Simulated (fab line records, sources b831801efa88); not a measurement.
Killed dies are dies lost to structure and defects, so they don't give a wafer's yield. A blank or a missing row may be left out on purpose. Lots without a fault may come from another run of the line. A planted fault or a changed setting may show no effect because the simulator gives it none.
Chamber matching | flow gf180mcu | GF_PASSIVATION_CVD_02 on pecvd-01: 3 sister chambers
The step deposits Si3N4, target thk 700 nm, time 486.18 s. 3 wafers are shown with their chamber, then 10 later ones without.

WAFERS WITH THEIR CHAMBER
wafer  | chamber | heater_power_w (W)
L083.2 | 2       | 895
L083.4 | 0       | 680
L083.5 | 1       | 651

WAFERS WITHOUT THEIR CHAMBER
wafer  | heater_power_w (W)
L083.6 | 915
L091.1 | 902
L091.2 | 646
L091.3 | 651
L091.4 | 697
L091.5 | 935
L091.6 | 532
L092.3 | 620
L092.5 | 656
L092.6 | 675

WHICH CHAMBER EACH WENT THROUGH
wafer  | from the rows above     | in truth
L083.6 | 2                       | 2
L091.1 | 2                       | 2
L091.2 | can't be placed: 1 or 0 | 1
L091.3 | can't be placed: 1 or 0 | 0
L091.4 | can't be placed: 0 or 1 | 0
L091.5 | 2                       | 2
L091.6 | can't be placed: 1 or 0 | 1
L092.3 | can't be placed: 1 or 0 | 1
L092.5 | can't be placed: 1 or 0 | 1
L092.6 | can't be placed: 0 or 1 | 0
Placed correctly: 3 of 10. Can't be placed from these rows: 7 (the true chamber is among the candidates in 7). Placed wrongly: 0.
How it was worked out, from the rows above alone: a wafer's distance from a chamber is the root of the sum, over the readings, of the square of ((its reading less the chamber's mean) divided by the reading's scatter). The wafer belongs to the nearest chamber; if the next one is less than 2 further off, it can't be placed. A chamber's mean is the mean of its shown wafers. The scatter: with one shown wafer a chamber, the root of the mean of the squares of how far each hidden wafer lies from its nearest shown one.
